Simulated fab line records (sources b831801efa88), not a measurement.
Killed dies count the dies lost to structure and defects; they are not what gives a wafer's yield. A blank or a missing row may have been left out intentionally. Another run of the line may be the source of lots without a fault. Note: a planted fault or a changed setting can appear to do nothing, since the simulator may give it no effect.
Struck lot and sound lot, side by side    flow sky130    16 steps out of a route of 708
Sound: these wafers, L263.1, L263.4, L263.5. Struck: wafers L261.2, L261.6. (L261.1 of the same lot was not struck and is left out.) The cause comes at the end.
Each step with rows lists, per side, the tool, then ch with its chambers, then its first start. Under that, the readings that differ: sound wafers    struck wafers    difference of the means    sigmas: that difference in standard deviations of wafers without a fault.
alike: same words and numbers on both sides, and readings whose means sit less than 2 such deviations apart. not compared: any withheld reading, any reading some wafer has no value for, any bound like >300 that may hide the same value, and any number with overlapping values for which the record gives no deviation.
Wherever a step has rows on one side only, a row that says differs or no value, or a row with sigmas, the two part there. Numbers that have no deviation but don't overlap get no sigmas and don't part them. Lack of a reading on every wafer of one side parts them only where that side has two or more wafers.

SKY_METAL5_SPUTTER_03: material Ti, target thk 5 nm, time 3.3 s.
  sound on pvdSputter-02, day 45 06:50; struck on pvdSputter-01, day 44 23:20
  alike: throttleValvePct
SKY_METAL5_SPUTTER_04: material TiN, target thk 70 nm, time 58.3 s.
  sound on pvdSputter-02, day 45 06:51; struck on pvdSputter-01, day 44 23:22
  alike: throttleValvePct
SKY_METAL5_RS_MEAS_05: uses a four-point probe to measure.
  sound on filmMetro-03, day 45 06:53; struck on filmMetro-01, day 44 23:25
  alike: METAL5_ALCU_RS
SKY_METAL5_THK_MEAS_06: measures by xrf.
  sound on filmMetro-03, day 45 07:01; struck on filmMetro-01, day 44 23:32
  alike: METAL5_ALCU_THK
then, 7 steps without rows for these wafers: SKY_METAL5_DEHYDRATE_07 (time 60 s); SKY_METAL5_HMDS_08 (prime time 60 s); SKY_METAL5_COAT_09 (resist thk 1800 nm); SKY_METAL5_SOFTBAKE_10 (time 60 s); SKY_METAL5_EXPOSE_11 (exposes mask MM5, target cd 1600 nm); SKY_METAL5_PEB_12; SKY_METAL5_DEVELOP_13 (develop time 60 s).
SKY_METAL5_DESCUM_14: chemistry O2, time 11 s.
  sound on rieMetal-03 ch 0,1, day 46 04:21; struck on rieMetal-01 ch 0, day 45 20:03
reading              sound              struck       difference  sigmas
oesProductAu (a.u.)  1.015 1.021 1.036  0.984 0.990  -0.037      -2
  alike: drypumpMotorCurrentA
  not compared: rfHoursCounterH
SKY_METAL5_METAL_ETCH_15: etches the open film in Cl2/BCl3, stops on SiO2, target depth 1260 nm, time 252 s.
  sound on rieMetal-03 ch 0,1, day 46 04:23; struck on rieMetal-01 ch 0, day 45 20:05
reading                                     sound              struck           difference  sigmas
oesProductAu (a.u.)                         0.897 0.887 0.891  0.819 0.826      -0.069      -13
overEtchFrac                                0.2 0.2 0.2        0.41365 0.41365  +0.21365    
model.NOVOLAK_of_METAL5_COAT_09.thkNm (nm)  1021 1012 1001     916 912          -97         
model.SiO2_of_VIA4_HDPCVD_00.thkNm (nm)     548.9 550 548.6    544 545          -5          
  alike: bcl3FlowSccm, drypumpMotorCurrentA, throttleValvePct
  not compared: rfHoursCounterH
SKY_METAL5_STRIP_16: strips in O2/N2.
  sound on plasmaAsher-01 ch 0,1, day 46 04:37; struck on plasmaAsher-04 ch 0,1, day 45 20:19
reading                   sound              struck       difference  sigmas
stripTimeToEndpointS (s)  12.89 12.80 12.76  11.76 11.73  -1.07       -6
  alike: drypumpMotorCurrentA, oesProductAu
  not compared: rfHoursCounterH
then, 1 step without rows for these wafers: SKY_METAL5_STRIP_17 (strips in post etch residue remover, time 1200 s).
SKY_PAD_OPEN_PROBE_99:
  the record holds rows for the sound wafers here (prober-02, day 48 00:19) but none for the struck ones

WHERE THEY PART
First at SKY_METAL5_DESCUM_14; last, within this record, at SKY_PAD_OPEN_PROBE_99.

WHY: the cause the simulator had injected
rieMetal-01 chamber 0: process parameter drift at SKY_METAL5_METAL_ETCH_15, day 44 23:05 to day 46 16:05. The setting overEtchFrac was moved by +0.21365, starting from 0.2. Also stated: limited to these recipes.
